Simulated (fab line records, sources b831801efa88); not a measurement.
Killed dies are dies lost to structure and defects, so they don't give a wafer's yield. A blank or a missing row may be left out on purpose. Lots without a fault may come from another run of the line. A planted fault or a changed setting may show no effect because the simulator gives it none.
One fault seen from 2 desks | flow sky130 | each desk has only its own numbers; what lay behind them comes last

THE TOOL OWNER'S DESK: litho_track-03
The tool's own readings at SKY_VT_ADJUST_NCORE_COAT_02 (resist thk 1140 nm): means of the sampled wafers that have a number, for each lot that ran on this tool. A lot is out of limits, marked OUT, if its mean lies more than 4 standard deviations from the usual mean; the brackets give that distance.
Columns: A = dispense_pressure_kPa at SKY_VT_ADJUST_NCORE_COAT_02, usual 53 kPa; B = spin_speed_rpm at SKY_VT_ADJUST_NCORE_COAT_02, usual 3000.3 rpm
lot  | first seen here | A  | B
L414 | day 9 01:17     | 57 | 3000.3
L418 | day 10 04:22    | 57 | 3000.8
L427 | day 12 11:47    | 57 | 2171.0 (-99 or more) OUT
L428 | day 12 19:20    | 57 | 2169.7 (-99 or more) OUT
This desk's finding: out of limits on L427, L428; first on L427, day 12 11:47 (spin_speed_rpm at SKY_VT_ADJUST_NCORE_COAT_02). In limits: L414, L418.

THE METROLOGY DESK
What the gauges read, lot by lot, whatever tool the lot ran on: means of the sampled wafers that have a number. A lot is out of limits, marked OUT, if its mean lies more than 4 standard deviations from the usual mean; the brackets give that distance.
Columns: A = VT_ADJUST_HVTP_OVL at SKY_VT_ADJUST_HVTP_OVL_MEAS_08, usual -0.1 nm; B = VT_ADJUST_LVTN_2_TW at SKY_VT_ADJUST_LVTN_TW_MEAS_21, usual 187.9; C = cd_nm at SKY_VT_ADJUST_NCORE_CD_MEAS_07, usual 379.4 nm
lot  | first seen here | A    | B     | C
L412 | day 6 08:49     | -1.5 | 187.1 | 383.8
L413 | day 6 22:25     | 1.4  | 188.5 | 374.3
L414 | day 6 22:32     | 0.1  | 189.3 | 381.2
L418 | day 7 23:02     | 0.3  | 187.6 | 378.8
L419 | day 7 23:49     | 1.1  | 189.5 | 383.7
L424 | day 9 10:47     | -0.7 | 189.0 | 381.2
L427 | day 10 01:28    | -0.8 | 188.4 | 364.0 (-5.3) OUT
L428 | day 10 08:05    | -1.3 | 185.2 | 363.1 (-5.6) OUT
L429 | day 10 12:10    | -2.8 | 189.2 | 382.5
L430 | day 10 17:08    | 0.1  | 185.4 | 378.3
L431 | day 11 03:39    | -0.5 | 185.2 | 381.9
This desk's finding: out of limits on L427, L428; first on L427, day 12 23:32 (cd_nm at SKY_VT_ADJUST_NCORE_CD_MEAS_07). In limits: L412, L413, L414, L418, L419, L424, L429, L430, L431.

PUT TOGETHER
The tool owner's desk could have raised an alarm at day 12 11:47, on L427, L428.
The metrology desk could have raised an alarm at day 12 23:32, on L427, L428.
Of the lots named, all ran SKY_VT_ADJUST_NCORE_COAT_02 on litho_track-03.

WHAT THE SIMULATOR HAD PUT IN
Process parameter drift: litho_track-03, from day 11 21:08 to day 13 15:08, at SKY_VT_ADJUST_NCORE_COAT_02. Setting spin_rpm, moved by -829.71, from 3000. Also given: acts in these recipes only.
Lots struck among those shown: L427, L428.
Hours from the fault's start to each desk's first reading out of limits: the tool owner's desk, 15; the metrology desk, 26.
